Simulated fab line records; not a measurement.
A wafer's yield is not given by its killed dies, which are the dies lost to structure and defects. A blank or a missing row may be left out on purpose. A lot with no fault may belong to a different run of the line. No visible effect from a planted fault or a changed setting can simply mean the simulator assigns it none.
The tool behind it: which one? | flow gf180mcu | 13 lots, 39 wafers sampled, at 5 steps of a route of 602

WHAT EACH GAUGE READ, for each wafer
GF_MVPSD_OVL_MEAS_07.
lot  | measured     | on         | MVPSD_OVL (nm)
L956 | day 5 02:40  | overlay-02 | 0.2 3.9 1.5
L959 | day 6 01:40  | overlay-02 | 1.0 -0.3 0.9
L960 | day 6 04:10  | overlay-01 | -2.1 -0.9 -0.1
L961 | day 6 08:37  | overlay-02 | -1.9 -2.9 -1.4
L962 | day 6 17:16  | overlay-01 | -0.5 0.3 2.1
L963 | day 6 20:27  | overlay-02 | -0.8 -1.5 -0.7
L964 | day 7 02:30  | overlay-01 | -1.0 -1.7 -1.6
L967 | day 7 18:43  | overlay-01 | -1.6 -1.7 -3.1
L968 | day 7 21:43  | overlay-02 | -0.7 2.6 -2.3
L969 | day 8 07:40  | overlay-02 | - - -
L971 | day 8 18:10  | overlay-02 | 0.9 0.6 -1.7
L978 | day 10 10:28 | overlay-01 | 0.2 0.8 -2.5
L979 | day 10 17:03 | overlay-01 | -0.6 1.0 1.9

GF_MVPSD_TW_MEAS_11.
lot  | measured     | on            | MVPSD_TW
L956 | day 5 03:06  | film metro-04 | 556 558 556
L959 | day 6 02:07  | film metro-01 | 559 558 553
L960 | day 6 04:35  | film metro-03 | 544 544 543
L961 | day 6 09:03  | film metro-03 | 539 541 543
L962 | day 6 17:42  | film metro-04 | 558 555 556
L963 | day 6 20:53  | film metro-04 | 553 554 555
L964 | day 7 02:56  | film metro-04 | 558 558 559
L967 | day 7 19:10  | film metro-03 | 541 543 540
L968 | day 7 22:08  | film metro-04 | 552 558 556
L969 | day 8 08:07  | film metro-01 | 30 30 30
L971 | day 8 18:35  | film metro-04 | 560 556 556
L978 | day 10 10:54 | film metro-04 | 554 556 558
L979 | day 10 17:29 | film metro-01 | 556 554 555

GF_M1_RS_MEAS_05: the measuring method here is four-point-probe.
lot  | measured     | on            | M1_ALCU_RS (ohm/sq)
L956 | day 16 05:44 | film metro-02 | 0.0677 0.0699 0.0676
L959 | day 17 15:11 | film metro-02 | 0.0679 0.0687 0.0693
L960 | day 17 21:11 | film metro-04 | 0.0692 0.0703 0.0693
L961 | day 18 05:11 | film metro-04 | 0.0708 0.0704 0.0708
L962 | day 18 12:43 | film metro-03 | 0.0687 0.0694 0.0687
L963 | day 18 21:02 | film metro-03 | 0.0686 0.0682 0.0683
L964 | day 19 03:52 | film metro-03 | 0.0705 0.0686 0.0708
L967 | day 20 14:34 | film metro-04 | 0.0699 0.0682 0.0702
L968 | day 20 17:32 | film metro-02 | 0.0696 0.0699 0.0684
L969 | day 21 00:49 | film metro-04 | 0.0703 0.0686 0.0705
L971 | day 21 18:20 | film metro-03 | 0.0698 0.0715 0.0702
L978 | day 23 19:06 | film metro-02 | 0.0704 0.0701 0.0703
L979 | day 24 03:54 | film metro-03 | 0.0688 0.0703 0.0695

GF_M1_OVL_MEAS_15.
lot  | measured     | on         | M1_OVL (nm)
L956 | day 17 04:25 | overlay-02 | 5 5 5
L959 | day 18 14:50 | overlay-02 | 4 0 3
L960 | day 18 21:31 | overlay-02 | 14 10 10
L961 | day 19 05:16 | overlay-02 | 12 5 0
L962 | day 19 12:26 | overlay-02 | 0 -2 0
L963 | day 19 20:58 | overlay-01 | 4 6 5
L964 | day 20 04:40 | overlay-01 | -2 0 -3
L967 | day 21 14:44 | overlay-02 | 5 9 4
L968 | day 21 18:13 | overlay-02 | 8 8 10
L969 | day 22 00:50 | overlay-01 | 6 -2 6
L971 | day 22 17:40 | overlay-01 | 4 -1 6
L978 | day 24 17:47 | overlay-02 | 6 7 5
L979 | day 25 01:34 | overlay-02 | 0 5 5

WHAT TOOL EACH LOT RAN ON (gives the tool, then ch and the chambers of the sampled wafers, and finally the start)
lot  | GF_MVPSD_EXPOSE_04
L956 | iline stepper-02 ch 0, day 4 19:48
L959 | iline stepper-02 ch 0, day 5 18:16
L960 | iline stepper-01 ch 0, day 5 20:59
L961 | iline stepper-01 ch 0, day 6 01:20
L962 | iline stepper-02 ch 0, day 6 10:00
L963 | iline stepper-02 ch 0, day 6 13:00
L964 | iline stepper-02 ch 0, day 6 18:40
L967 | iline stepper-02 ch 0, day 7 10:44
L968 | iline stepper-01 ch 0, day 7 14:23
L969 | iline stepper-01 ch 0, day 7 23:41
L971 | iline stepper-02 ch 0, day 8 10:35
L978 | iline stepper-01 ch 0, day 10 01:45
L979 | iline stepper-02 ch 0, day 10 08:10
- GF_MVPSD_EXPOSE_04: exposes mask MVPSD, target cd 1000 nm.

WHAT THE TOOLS THEMSELVES READ (means of the sampled wafers that have a number; where no wafer has one, the mark that the record gives instead)
The record holds no such reading with a usual standard deviation.

THE ANSWER, worked out from the rows above alone
Rule: what is usual is taken from the lots themselves. Put in order of their means at a reading, lots are off if they are a third of the lots or fewer, leave a main group of 4 or more, and stand apart from it by a gap of 3 or more times the standard deviation of the main group's means; of several such gaps the widest counts. A main group whose means are all the same, to the digits that the tables above print for the reading, isn't used. Also off: a lot with no number at a reading for which 4 or more lots have one. Any other lot the step has rows for is counted as sound. The gauges are gone through in route order, then the tools' own readings, and for those a lot's mean is taken as printed above. At the first step where some lot is off, the reading lying furthest off is the one used; lots without a number count as furthest.
Off: L969, seen at GF_MVPSD_OVL_MEAS_07 (MVPSD_OVL). Without a number there: L969. For the main group the mean is -0.4 nm and the standard deviation 1.2.
A tool fits if, at a process step before that reading, it ran every lot that is off, and no sound lot after the first of them. Not tried: the gauges at GF_MVPSD_OVL_MEAS_07; whatever is off there is also off at GF_MVPSD_TW_MEAS_11, on other tools, and gauge error can't account for it. None of those tried fits.

WHAT THE SIMULATOR PUT IN
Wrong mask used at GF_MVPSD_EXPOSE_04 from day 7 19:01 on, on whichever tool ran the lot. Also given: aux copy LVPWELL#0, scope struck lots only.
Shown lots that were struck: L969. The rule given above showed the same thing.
